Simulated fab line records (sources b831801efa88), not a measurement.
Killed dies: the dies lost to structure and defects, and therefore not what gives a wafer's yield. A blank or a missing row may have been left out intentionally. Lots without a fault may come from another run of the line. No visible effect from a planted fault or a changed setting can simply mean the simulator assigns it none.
Which tool is to blame? -- flow sky130 -- 6 lots (18 wafers sampled), 1 step of a 708-step route

== WHAT THE GAUGES SHOWED, per wafer ==
SKY_FIELD_ISO_THK_MEAS_23.
lot,measured,on,FIELD_ISO_OXIDATION_01_THK (nm)
L933,day 2 12:13,film metro-04,10.05 9.85 9.94
L938,day 3 13:40,film metro-04,10.13 10.20 10.05
L940,day 4 02:55,film metro-01,9.97 10.01 9.97
L949,day 6 00:38,film metro-02,9.80 9.93 9.67
L953,day 6 21:49,film metro-02,9.90 9.75 9.82
L955,day 7 13:27,film metro-04,10.03 10.08 9.98

== EACH LOT AND THE TOOL THAT RAN IT (in order: tool; ch and the chambers of the sampled wafers; start) ==
The record holds no process step before these readings.

== THE ANSWER, worked out from the rows above alone ==
Rule: the usual values come from the lots themselves. The widest of any qualifying gaps counts: lots, ordered by their means at a reading, are off when they make up no more than a third of the lots, leave a main group of 4 or more, and stand apart from it by 3 or more times the standard deviation of that group's means. A main group whose means are all the same, to the digits that the tables above print for the reading, isn't used. Also off: a lot with no number at a reading for which 4 or more lots have one. Any other lot the step has rows for is counted as sound.
No lot is off on any of the readings shown, so nothing can be concluded from this.

== WHAT THE SIMULATOR PUT IN ==
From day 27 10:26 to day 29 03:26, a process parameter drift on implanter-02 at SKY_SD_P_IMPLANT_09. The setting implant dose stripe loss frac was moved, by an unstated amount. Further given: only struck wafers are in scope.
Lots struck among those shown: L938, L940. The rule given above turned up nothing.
